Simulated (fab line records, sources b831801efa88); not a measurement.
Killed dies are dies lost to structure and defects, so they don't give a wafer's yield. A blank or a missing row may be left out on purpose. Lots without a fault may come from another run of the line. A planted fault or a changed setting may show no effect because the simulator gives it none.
A struck lot beside a sound one | flow gf180mcu | 14 steps out of a route of 602
Sound: wafers L572.1, L572.4, L572.5. Struck: wafers L573.2, L573.4, L573.5. The cause comes at the end.
At each step with rows: each side's tool, then ch and its chambers, then its first start. Under that, the readings that differ: sound wafers | struck wafers | difference of the means | sigmas: that difference in standard deviations of wafers without a fault.
alike: readings whose means differ by less than 2 such deviations, and words and numbers that are the same on both sides. not compared: withheld readings, readings that some wafer has no value for, bounds like >300 that may hide the same value, and numbers for which the record gives no deviation and whose values overlap.
The two part at a step that has a row with sigmas, a row that says differs or no value, or rows on one side only. Numbers that don't overlap but have no deviation are shown without sigmas and don't part them. A reading that every wafer of one side lacks parts them only if that side has two wafers or more.

GF_V2_CMP_26: polishes, stops on SiO2, t overpolish 15 s, target thk 0 nm.
  sound on cmp-01 ch 2,3, day 23 01:14; struck on cmp-02 ch 1,2,3, day 23 17:10
  alike: edge_zone_pressure_frac, motor_current_A, overpolish_run_s, time_to_endpoint_s
GF_M3_SPUTTER_00: material Ti, target thk 37.5 nm, time 150 s.
  sound on pvd_sputter-04, day 23 01:29; struck on pvd_sputter-04, day 23 17:22
  alike: throttle_valve_pct
then, 1 step without rows for these wafers: GF_M3_SPUTTER_01 (material TiN, target thk 30 nm, time 25 s).
GF_M3_SPUTTER_02: material AlCu, target thk 450 nm, time 23.9 s.
  sound on pvd_sputter-04, day 23 01:37; struck on pvd_sputter-04, day 23 17:29
  alike: throttle_valve_pct
GF_M3_SPUTTER_03: material Ti, target thk 10 nm, time 6.7 s.
  sound on pvd_sputter-04, day 23 01:38; struck on pvd_sputter-04, day 23 17:31
  alike: throttle_valve_pct
GF_M3_SPUTTER_04: material TiN, target thk 50 nm, time 41.7 s.
  sound on pvd_sputter-04, day 23 01:40; struck on pvd_sputter-04, day 23 17:32
  alike: throttle_valve_pct
GF_M3_RS_MEAS_05: measures by four-point-probe.
  sound on film_metro-03, day 23 01:42; struck on film_metro-01, day 23 17:36
  alike: M3_ALCU_RS
GF_M3_THK_MEAS_06: measures by xrf.
  sound on film_metro-03, day 23 01:49; struck on film_metro-01, day 23 17:43
  alike: M3_ALCU_THK
then, 4 steps without rows for these wafers: GF_M3_DEHYDRATE_07 (time 60 s); GF_M3_HMDS_08 (prime time 60 s); GF_M3_COAT_09 (resist thk 1000 nm); GF_M3_SOFTBAKE_10 (time 60 s).
GF_M3_EXPOSE_11: exposes mask Metal3, target cd 280 nm.
  sound on krf_scanner-01 ch 0, day 23 12:56; struck on krf_scanner-01, day 24 04:32
  no value came back on the struck wafers for exposure_dose_mJ_cm2, focus_offset_nm (nm); on the sound wafers exposure_dose_mJ_cm2 reads 27.999 28.015 28.059
  alike: mask
then, 1 step without rows for these wafers: GF_M3_PEB_12 (peb time 90 s).

WHERE THEY PART
Only at GF_M3_EXPOSE_11, within this record.

WHY: what the simulator had put in
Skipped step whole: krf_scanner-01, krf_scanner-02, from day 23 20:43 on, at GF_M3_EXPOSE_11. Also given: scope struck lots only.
